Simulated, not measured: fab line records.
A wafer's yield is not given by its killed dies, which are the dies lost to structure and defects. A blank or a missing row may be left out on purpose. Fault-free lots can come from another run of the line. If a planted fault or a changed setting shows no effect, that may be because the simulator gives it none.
Which tool was responsible? | flow sky130 | 12 lots, 36 wafers sampled, at 3 steps of a route of 708

== WHAT EACH GAUGE READ, for each wafer ==
SKY_CAP2M_THK_MEAS_04: measures by xrf.
lot  | measured     | on            | CAP2M_TIN_THK (nm)
L888 | day 40 05:48 | film metro-02 | 202.8 202.9 203.6
L892 | day 41 21:44 | film metro-02 | 197.0 197.8 198.4
L895 | day 42 01:55 | film metro-02 | 200.5 201.2 200.6
L897 | day 42 21:22 | film metro-02 | 204.7 204.4 205.6
L898 | day 43 01:03 | film metro-01 | 203.3 203.0 203.1
L901 | day 43 12:13 | film metro-01 | 203.9 204.9 205.9
L900 | day 43 12:56 | film metro-02 | 207.6 205.4 203.9
L906 | day 45 05:56 | film metro-04 | 206.9 205.8 206.4
L907 | day 45 08:24 | film metro-04 | 203.2 203.6 206.9
L908 | day 45 13:20 | film metro-04 | 204.3 205.2 207.0
L910 | day 45 23:13 | film metro-02 | 207.1 203.5 204.0
L911 | day 46 09:01 | film metro-02 | 203.8 205.6 203.9

SKY_METAL4_CD_MEAS_13: target cd 300 nm.
lot  | measured     | on        | cd nm (nm)
L888 | day 42 05:08 | cd sem-01 | 298.5 299.2 298.6
L892 | day 43 22:03 | cd sem-01 | 302.6 302.5 302.8
L895 | day 44 01:01 | cd sem-02 | 301.6 302.1 301.1
L897 | day 44 20:23 | cd sem-01 | 303.5 301.0 302.8
L898 | day 44 23:20 | cd sem-02 | 301.2 300.2 299.8
L901 | day 45 09:15 | cd sem-02 | 300.0 297.5 298.7
L900 | day 45 09:36 | cd sem-01 | 301.5 303.1 301.7
L906 | day 46 21:57 | cd sem-01 | 301.4 300.0 300.4
L907 | day 47 01:25 | cd sem-01 | 302.6 303.2 301.9
L908 | day 47 04:49 | cd sem-02 | 299.8 300.1 298.5
L910 | day 47 18:42 | cd sem-02 | 301.1 300.8 301.3
L911 | day 48 00:22 | cd sem-02 | 300.9 302.6 302.0

== EACH LOT AND THE TOOL THAT RAN IT (in order: tool; ch and the chambers of the sampled wafers; start) ==
lot  | SKY_METAL4_SPUTTER_04
L888 | pvd sputter-01, day 40 05:26
L892 | pvd sputter-02, day 41 21:22
L895 | pvd sputter-02, day 42 01:32
L897 | pvd sputter-02, day 42 20:59
L898 | pvd sputter-02, day 43 00:41
L901 | pvd sputter-02, day 43 11:51
L900 | pvd sputter-04, day 43 12:33
L906 | pvd sputter-02, day 45 05:34
L907 | pvd sputter-04, day 45 08:02
L908 | pvd sputter-02, day 45 12:58
L910 | pvd sputter-01, day 45 22:51
L911 | pvd sputter-01, day 46 08:37
- SKY_METAL4_SPUTTER_04: material TiN, target thk 70 nm, time 58.3 s.

== WHAT THE TOOLS THEMSELVES READ (means of the sampled wafers that have a number; where no wafer has one, the mark that the record gives instead) ==
SKY_METAL4_SPUTTER_04.
lot  | tool           | throttle valve pct (%)
L888 | pvd sputter-01 | 29.9
L892 | pvd sputter-02 | 30.7
L895 | pvd sputter-02 | 29.4
L897 | pvd sputter-02 | 29.8
L898 | pvd sputter-02 | 29.8
L901 | pvd sputter-02 | 29.8
L900 | pvd sputter-04 | 30.1
L906 | pvd sputter-02 | 30.2
L907 | pvd sputter-04 | 30.4
L908 | pvd sputter-02 | 29.9
L910 | pvd sputter-01 | 29.5
L911 | pvd sputter-01 | 30.7

== THE ANSWER, worked out from the rows above alone ==
Rule: the lots themselves supply what counts as usual. The widest of any qualifying gaps counts: lots, ordered by their means at a reading, are off when they make up no more than a third of the lots, leave a main group of 4 or more, and stand apart from it by 3 or more times the standard deviation of that group's means. If all means in a main group match to the digits the tables above print for the reading, that group is not used. A lot without any number at a reading at which 4 lots or more have one is off too. Any other lot the step has rows for is counted as sound. Order of review: gauges by route order, followed by the tools' own readings, for which a lot's mean as printed above is used. At the first step where some lot is off, the reading lying furthest off is the one used; lots without a number count as furthest.
No lot is off at any reading shown: from this, nothing can be told.

== WHAT THE SIMULATOR PUT IN ==
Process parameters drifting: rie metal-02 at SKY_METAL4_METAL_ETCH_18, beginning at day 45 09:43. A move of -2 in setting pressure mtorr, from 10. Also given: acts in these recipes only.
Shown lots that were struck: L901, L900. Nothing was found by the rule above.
